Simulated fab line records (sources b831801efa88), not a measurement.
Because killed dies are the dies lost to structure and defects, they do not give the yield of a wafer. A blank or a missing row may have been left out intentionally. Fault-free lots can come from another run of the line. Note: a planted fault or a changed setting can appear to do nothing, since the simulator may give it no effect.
Matching of chambers | flow sky130 | SKY_VIA2_ETCH_15 on rie diel-04 has 4 sister chambers
The step etches SiO2 in C4F8/O2/Ar, stops on TiN, target depth 546 nm, time 85.76 s. 4 wafers are shown with their chamber, then 12 later ones without.

WAFERS PAIRED WITH THEIR CHAMBERS
wafer  | chamber | oes product au (a.u.)
L089.1 | 0       | 0.932
L089.4 | 3       | 0.934
L089.5 | 2       | 0.935
L089.6 | 1       | 0.938

WAFERS MISSING THEIR CHAMBER
wafer  | oes product au (a.u.)
L091.1 | 0.938
L091.2 | 0.936
L091.3 | 0.936
L091.4 | 0.935
L091.5 | 0.941
L091.6 | 0.923
L092.2 | 0.931
L092.3 | 0.934
L092.6 | 0.932
L093.1 | 0.944
L093.4 | 0.942
L093.5 | 0.950

CHAMBER TAKEN BY EACH
wafer  | from the rows above               | in truth
L091.1 | can't be placed: 1 or 2 or 3 or 0 | 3
L091.2 | can't be placed: 2 or 1 or 3 or 0 | 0
L091.3 | can't be placed: 2 or 1 or 3 or 0 | 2
L091.4 | can't be placed: 2 or 3 or 1 or 0 | 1
L091.5 | can't be placed: 1 or 2 or 3 or 0 | 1
L091.6 | can't be placed: 0 or 3 or 2 or 1 | 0
L092.2 | can't be placed: 0 or 3 or 2 or 1 | 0
L092.3 | can't be placed: 3 or 2 or 0 or 1 | 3
L092.6 | can't be placed: 0 or 3 or 2 or 1 | 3
L093.1 | can't be placed: 1 or 2 or 3 or 0 | 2
L093.4 | can't be placed: 1 or 2 or 3 or 0 | 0
L093.5 | can't be placed: 1 or 2 or 3 or 0 | 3
Correct placement for 0 of the 12. From these rows, 12 cannot be placed; in 12 the true chamber is one of the candidates. 0 placed wrongly.
How it was worked out, from the rows above alone: a wafer's distance from a chamber is the root of the sum, over the readings, of the square of ((its reading less the chamber's mean) divided by the reading's scatter). If the next closest chamber is less than 2 further off than the closest, the wafer can't be placed; otherwise it belongs to the closest. A chamber's mean is the mean of its shown wafers. The scatter (one wafer shown for each chamber): square how far every hidden wafer sits from the nearest shown wafer, average those squares and take the square root.
